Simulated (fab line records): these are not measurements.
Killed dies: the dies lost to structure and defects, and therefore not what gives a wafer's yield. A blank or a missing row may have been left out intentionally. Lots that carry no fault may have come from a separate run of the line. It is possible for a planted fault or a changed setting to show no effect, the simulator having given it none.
Which tool was responsible? + flow sky130 + 11 lots, 33 wafers sampled, at 5 steps of a route of 708

WHAT EACH GAUGE READ, for each wafer
SKY_CONTACT_OVL_MEAS_15. Usual: for CONTACT_OVL the level is 4 nm and the standard deviation is 5.8.
| lot  | measured     | on         | CONTACT_OVL (nm) | flag |
|------|--------------|------------|------------------|------|
| L308 | day 32 04:34 | overlay-02 | 2 7 3            |      |
| L309 | day 33 08:14 | overlay-01 | 8 5 4            |      |
| L310 | day 33 09:22 | overlay-02 | 13 16 19         |      |
| L312 | day 34 16:16 | overlay-01 | 3 2 2            |      |
| L317 | day 35 14:07 | overlay-02 | 11 6 7           |      |
| L318 | day 35 19:10 | overlay-01 | 2 7 2            |      |
| L319 | day 36 16:08 | overlay-02 | -4 0 -6          |      |
| L321 | day 36 22:12 | overlay-01 | 0 2 -3           |      |
| L322 | day 37 04:36 | overlay-01 | 4 4 5            |      |
| L326 | day 38 02:16 | overlay-01 | -1 4 -6          |      |
| L329 | day 38 17:19 | overlay-02 | 13 9 13          |      |

SKY_VIA1_BOW_MEAS_03. Usual: for VIA1_BOW the level is 80 um and the standard deviation is 7.1.
| lot  | measured     | on           | VIA1_BOW (um)  | flag |
|------|--------------|--------------|----------------|------|
| L308 | day 33 11:54 | filmMetro-01 | 92 90 92       |      |
| L309 | day 34 13:58 | filmMetro-01 | 75 84 72       |      |
| L310 | day 34 16:41 | filmMetro-02 | 80 83 88       |      |
| L312 | day 35 21:46 | filmMetro-04 | 87 100 87      |      |
| L317 | day 36 19:02 | filmMetro-01 | 75 64 63 - - - |      |
| L318 | day 37 00:32 | filmMetro-04 | 80 82 67 - - - |      |
| L319 | day 37 21:42 | filmMetro-01 | 73 90 86 - - - |      |
| L321 | day 38 03:26 | filmMetro-01 | 87 81 92       |      |
| L322 | day 38 09:37 | filmMetro-01 | 87 75 83       |      |
| L326 | day 39 06:17 | filmMetro-02 | 85 73 93       |      |
| L329 | day 39 21:29 | filmMetro-01 | 87 84 80       |      |

EACH LOT AND THE TOOL THAT RAN IT (in order: tool; ch and the chambers of the sampled wafers; start)
| lot  | SKY_METAL1_SPUTTER_03       | SKY_METAL1_DESCUM_17             | SKY_VIA1_CMP_02               |
|------|-----------------------------|----------------------------------|-------------------------------|
| L308 | pvdSputter-01, day 32 06:38 | rieMetal-03 ch 0,1, day 33 10:37 | cmp-01 ch 0,1,2, day 33 11:34 |
| L309 | pvdSputter-04, day 33 09:44 | rieMetal-02 ch 0,1, day 34 12:41 | cmp-02 ch 1,2,3, day 34 13:46 |
| L310 | pvdSputter-04, day 33 10:52 | rieMetal-01 ch 0,1, day 34 14:34 | cmp-02 ch 2,3, day 34 16:23   |
| L312 | pvdSputter-01, day 34 17:45 | rieMetal-01 ch 0,1, day 35 20:31 | cmp-01 ch 0,2,3, day 35 21:28 |
| L317 | pvdSputter-01, day 35 15:36 | rieMetal-03 ch 0, day 36 17:45   | cmp-01 ch 0,1,2, day 36 18:47 |
| L318 | pvdSputter-03, day 35 20:40 | rieMetal-03 ch 0,1, day 36 23:17 | cmp-01 ch 1,2, day 37 00:14   |
| L319 | pvdSputter-01, day 36 17:41 | rieMetal-03 ch 0,1, day 37 20:24 | cmp-01 ch 1,2,3, day 37 21:29 |
| L321 | pvdSputter-01, day 36 23:43 | rieMetal-01 ch 0,1, day 38 02:06 | cmp-02 ch 0,2,3, day 38 03:11 |
| L322 | pvdSputter-03, day 37 06:07 | rieMetal-02 ch 1, day 38 08:19   | cmp-02 ch 2,3, day 38 09:18   |
| L326 | pvdSputter-03, day 38 03:46 | rieMetal-01 ch 1, day 39 04:52   | cmp-02 ch 0,1,3, day 39 06:05 |
| L329 | pvdSputter-04, day 38 18:49 | rieMetal-01 ch 1, day 39 20:11   | cmp-02 ch 1,3, day 39 21:11   |
- SKY_METAL1_SPUTTER_03: material Ti, target thk 5 nm, time 3.3 s.
- SKY_METAL1_DESCUM_17: chemistry O2, time 8 s.
- SKY_VIA1_CMP_02: polishes SiO2.

AS READ BY THE TOOLS THEMSELVES (means over the sampled wafers that have a number; for cases with no such wafer, the mark the record gives instead)
SKY_METAL1_SPUTTER_03. Usual: throttleValvePct 29.8 %, standard deviation 1.
| lot  | tool          | throttleValvePct (%) | flag |
|------|---------------|----------------------|------|
| L308 | pvdSputter-01 | 28.6                 |      |
| L309 | pvdSputter-04 | 30.5                 |      |
| L310 | pvdSputter-04 | 29.9                 |      |
| L312 | pvdSputter-01 | 29.0                 |      |
| L317 | pvdSputter-01 | 29.1                 |      |
| L318 | pvdSputter-03 | 28.9                 |      |
| L319 | pvdSputter-01 | 29.2                 |      |
| L321 | pvdSputter-01 | 30.2                 |      |
| L322 | pvdSputter-03 | 30.5                 |      |
| L326 | pvdSputter-03 | 30.5                 |      |
| L329 | pvdSputter-04 | 30.6                 |      |

SKY_METAL1_DESCUM_17. Usual: drypumpMotorCurrentA 5.5 A, standard deviation 0.39; oesProductAu 1.003 a.u., standard deviation 0.013.
| lot  | tool        | drypumpMotorCurrentA (A) | oesProductAu (a.u.) | flag |
|------|-------------|--------------------------|---------------------|------|
| L308 | rieMetal-03 | 5.7                      | 0.997               |      |
| L309 | rieMetal-02 | 5.3                      | 1.014               |      |
| L310 | rieMetal-01 | 5.6                      | 0.999               |      |
| L312 | rieMetal-01 | 5.3                      | 1.000               |      |
| L317 | rieMetal-03 | 5.9                      | 1.019               |      |
| L318 | rieMetal-03 | 5.7                      | 0.994               |      |
| L319 | rieMetal-03 | 5.8                      | 1.000               |      |
| L321 | rieMetal-01 | 5.3                      | 1.008               |      |
| L322 | rieMetal-02 | 5.0                      | 1.006               |      |
| L326 | rieMetal-01 | 4.9                      | 0.994               |      |
| L329 | rieMetal-01 | 5.0                      | 0.993               |      |

SKY_VIA1_CMP_02. Usual: motorCurrentA 11.7 A, standard deviation 1.2; retainingRingPressureFrac 1.000, standard deviation 0.0048; slurryFlowMlMin 150.0, standard deviation 0.43.
| lot  | tool   | motorCurrentA (A) | retainingRingPressureFrac | slurryFlowMlMin | flag |
|------|--------|-------------------|---------------------------|-----------------|------|
| L308 | cmp-01 | 11.6              | 0.999                     | 149.9           |      |
| L309 | cmp-02 | 10.9              | 1.000                     | 150.1           |      |
| L310 | cmp-02 | 11.9              | 1.002                     | 149.9           |      |
| L312 | cmp-01 | 12.7              | 1.000                     | 150.0           |      |
| L317 | cmp-01 | 11.9              | 0.999                     | 149.8           |      |
| L318 | cmp-01 | 12.3              | 0.998                     | 150.7           |      |
| L319 | cmp-01 | 12.4              | 0.992                     | 149.6           |      |
| L321 | cmp-02 | 11.8              | 1.002                     | 149.9           |      |
| L322 | cmp-02 | 11.4              | 1.004                     | 149.8           |      |
| L326 | cmp-02 | 10.9              | 0.997                     | 149.9           |      |
| L329 | cmp-02 | 10.8              | 1.001                     | 150.4           |      |

THE ANSWER, worked out from the rows above alone
Rule: a lot counts as off when the mean over its wafers that have a number is more than 3 standard deviations away from the usual mean. A lot without any number at a reading at which 4 lots or more have one is off too. All remaining lots with rows at the step are treated as sound. After the gauges, taken in route order, come the tools' own readings; for these a lot's mean is taken, as printed above. At the first step where some lot is off, the reading lying furthest off is the one used; lots without a number count as furthest.
Across all readings shown, no lot is off: no conclusion can be drawn from this.

WHAT WAS PUT IN BY THE SIMULATOR
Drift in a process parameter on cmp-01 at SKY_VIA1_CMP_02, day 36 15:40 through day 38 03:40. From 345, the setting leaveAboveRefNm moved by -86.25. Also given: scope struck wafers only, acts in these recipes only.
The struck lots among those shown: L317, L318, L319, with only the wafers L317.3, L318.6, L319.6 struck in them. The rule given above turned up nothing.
